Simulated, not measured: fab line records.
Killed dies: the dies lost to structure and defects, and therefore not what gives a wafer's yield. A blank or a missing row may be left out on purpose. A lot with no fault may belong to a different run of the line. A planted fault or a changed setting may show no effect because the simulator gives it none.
Chamber matching | flow sky130 | rie_si-02 running SKY_FIELD_ISO_ETCH_17: 4 sister chambers
The step etches Si in HBr/Cl2/O2, target depth 342 nm, time 97.7 s. 18 wafers are shown with their chamber, then 9 later ones without.

WAFERS, EACH WITH ITS CHAMBER
wafer  | chamber | drypump_motor_current_A (A) | oes_product_au (a.u.) | throttle_valve_pct (%)
L117.3 | 3       | 5.1                         | 1.001                 | 25.643
L117.5 | 1       | 5.0                         | 0.997                 | 25.644
L117.6 | 2       | 5.7                         | 0.998                 | 25.672
L119.2 | 1       | 5.0                         | 0.997                 | 25.662
L119.3 | 3       | 5.1                         | 1.008                 | 25.661
L119.6 | 3       | 5.1                         | 1.002                 | 25.649
L120.3 | 3       | 5.1                         | 1.010                 | 25.647
L120.5 | 0       | 5.7                         | 1.011                 | 25.645
L120.6 | 3       | 5.1                         | 1.001                 | 25.647
L123.3 | 2       | 5.8                         | 0.997                 | 25.646
L123.4 | 1       | 5.0                         | 0.999                 | 25.649
L123.5 | 3       | 5.1                         | 1.014                 | 25.650
L124.1 | 1       | 5.0                         | 1.007                 | 25.666
L124.3 | 2       | 5.7                         | 1.011                 | 25.652
L124.5 | 3       | 5.0                         | 1.012                 | 25.641
L130.3 | 1       | 5.0                         | 0.997                 | 25.668
L130.5 | 3       | 5.1                         | 1.024                 | 25.650
L130.6 | 2       | 5.7                         | 1.000                 | 25.645

SIGNATURES, as means of the wafers listed above
reading                 | chamber 0 | chamber 1 | chamber 2 | chamber 3 | scatter within a chamber
drypump_motor_current_A | 5.700     | 5.000     | 5.725     | 5.087     | 0.0341
oes_product_au          | 1.01100   | 0.99940   | 1.00150   | 1.00900   | 0.00675
throttle_valve_pct      | 25.64500  | 25.65780  | 25.65375  | 25.64850  | 0.00919
Rule: a wafer lies at a distance from a chamber equal to the root of the sum of squares, over the readings, of (its reading less the chamber's mean, divided by the reading's scatter). The wafer belongs to the nearest chamber; if the next one is less than 2 further off, it can't be placed. How the scatter is found: for the shown wafers, subtract from each reading the mean of its chamber, square and add these, divide the total by (wafers less chambers), then take the root.

WAFERS WHOSE CHAMBER IS MISSING
wafer  | drypump_motor_current_A (A) | oes_product_au (a.u.) | throttle_valve_pct (%)
L133.2 | 5.0                         | 1.016                 | 25.657
L133.4 | 5.7                         | 1.004                 | 25.650
L133.5 | 5.7                         | 1.022                 | 25.670
L137.2 | 5.1                         | 1.021                 | 25.647
L137.3 | 5.7                         | 1.021                 | 25.646
L137.5 | 5.7                         | 0.993                 | 25.661
L139.1 | 5.1                         | 1.003                 | 25.648
L139.2 | 5.7                         | 1.008                 | 25.659
L139.5 | 5.1                         | 0.997                 | 25.665

WHICH CHAMBER EACH WENT THROUGH
wafer  | from the rows above     | in truth
L133.2 | can't be placed: 1 or 3 | 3
L133.4 | can't be placed: 2 or 0 | 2
L133.5 | can't be placed: 0 or 2 | 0
L137.2 | 3                       | 3
L137.3 | can't be placed: 0 or 2 | 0
L137.5 | can't be placed: 2 or 0 | 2
L139.1 | 3                       | 3
L139.2 | can't be placed: 2 or 0 | 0
L139.5 | can't be placed: 3 or 1 | 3
2 of 9 placed correctly. From these rows, 7 cannot be placed; in 7 the true chamber is one of the candidates. 0 placed wrongly.
